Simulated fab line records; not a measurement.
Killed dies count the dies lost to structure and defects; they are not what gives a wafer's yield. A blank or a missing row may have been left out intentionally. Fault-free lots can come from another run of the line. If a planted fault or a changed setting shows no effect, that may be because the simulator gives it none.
A struck lot beside a sound one / flow sky130 / 20 out of 708 route steps
Sound: these wafers, L659.1, L659.4, L659.5. The struck wafers were L664.1, L664.2, L664.3. The cause is given at the end.
For every step that has rows: the tool of each side, followed by ch and its chambers, followed by its first start. Under that, the readings that differ: sound wafers / struck wafers / difference of the means / sigmas: that difference in standard deviations of wafers without a fault.
alike: same words and numbers on both sides, and readings whose means sit less than 2 such deviations apart. not compared: any withheld reading, any reading some wafer has no value for, any bound like >300 that may hide the same value, and any number with overlapping values for which the record gives no deviation.
Wherever a step has rows on one side only, a row that says differs or no value, or a row with sigmas, the two part there. When numbers do not overlap yet have no deviation, they are printed without sigmas and do not part them. A reading missing from all wafers of one side parts the sides only when that side holds two or more wafers.

SKY_SONOS_TUNNEL_TW_MEAS_12:
  sound on filmMetro-04 at day 12 13:05; struck on filmMetro-04 at day 13 22:49
  alike: SONOS_TUNNEL_TW
then, 2 steps without rows for these wafers: SKY_SONOS_TUNNEL_CLEAN_13 (cleans in dHF, time 20 s); SKY_SONOS_ONO_OXIDATION_00 (stabilise 600 s, purge 300 s, target thk 2.6 nm).
SKY_SONOS_ONO_THK_MEAS_01:
  sound on filmMetro-04 at day 12 19:21; struck on filmMetro-04 at day 14 02:29
  alike: SONOS_ONO_OXIDATION_THK
then, 1 step without rows for these wafers: SKY_SONOS_ONO_CVD_02 (deposits Si3N4 from DCS/NH3, target thk 10.5 nm, time 180 s).
SKY_SONOS_ONO_THK_MEAS_03:
  sound on filmMetro-02 at day 12 20:59; struck on filmMetro-02 at day 14 03:35
  alike: SONOS_ONO_CVD_02_THK
then, 1 step without rows for these wafers: SKY_SONOS_ONO_CVD_04 (deposits SiO2 from SiH4/N2O, target thk 5.7199 nm).
SKY_SONOS_ONO_THK_MEAS_05:
  sound on filmMetro-02 at day 13 00:23; struck on filmMetro-01 at day 14 05:31
  alike: SONOS_ONO_CVD_04_THK
then, 4 steps without rows for these wafers: SKY_SONOS_ONO_DEHYDRATE_06 (time 60 s); SKY_SONOS_ONO_HMDS_07 (prime time 60 s); SKY_SONOS_ONO_COAT_08 (resist thk 1140 nm); SKY_SONOS_ONO_SOFTBAKE_09 (time 60 s).
SKY_SONOS_ONO_EXPOSE_10: exposes mask ONOM, target cd 410 nm.
  sound on ilineStepper-02 ch 0, day 13 12:30; struck on ilineStepper-02 ch 0, day 14 18:16
  alike: mask
then, 2 steps without rows for these wafers: SKY_SONOS_ONO_PEB_11; SKY_SONOS_ONO_DEVELOP_12 (develop time 60 s).
SKY_SONOS_ONO_CD_MEAS_13 targets a cd of 410 nm.
  sound on cdSem-01 at day 14 00:28; struck on cdSem-02 at day 15 07:47
reading=cdNm (nm); sound=412.3 410.1 413.2; struck=399.4 383.7 379.6; difference=-24.3; sigmas=-9
SKY_SONOS_ONO_OVL_MEAS_14:
  sound on overlay-02 at day 14 00:35; struck on overlay-02 at day 15 07:55
  alike: SONOS_ONO_OVL
SKY_SONOS_ONO_ETCH_15: etches the open film in CHF3/O2, target depth 19.52 nm, time 7.8 s.
  sound on rieDiel-04 ch 0,3, day 14 00:37; struck on rieDiel-04 ch 0,2,3, day 15 07:56
reading=model.SONOS_ONO.cdNm (nm); sound=412.1 410.3 413; struck=399.3 383.7 379.6; difference=-24.3; sigmas=
  alike: drypumpMotorCurrentA, oesProductAu, throttleValvePct
  not compared: rfHoursCounterH
then, 1 step without rows for these wafers: SKY_SONOS_ONO_WET_ETCH_16 (etches SiO2 in dHF, target depth 14 nm, time 280 s).
-- a jump in the record: the struck wafers' starts before and after are 33 days apart (it breaks off in module SONOS_ONO and resumes in module PAD_OPEN, where the first step shown is number 708 of the route) --
SKY_PAD_OPEN_PROBE_99:
  record: rows for the struck wafers here (prober-01, day 47 20:56), none for the sound ones

== WHERE THEY PART ==
Earliest at SKY_SONOS_ONO_CD_MEAS_13; latest, in this record, at SKY_PAD_OPEN_PROBE_99.

WHY: the cause the simulator had injected
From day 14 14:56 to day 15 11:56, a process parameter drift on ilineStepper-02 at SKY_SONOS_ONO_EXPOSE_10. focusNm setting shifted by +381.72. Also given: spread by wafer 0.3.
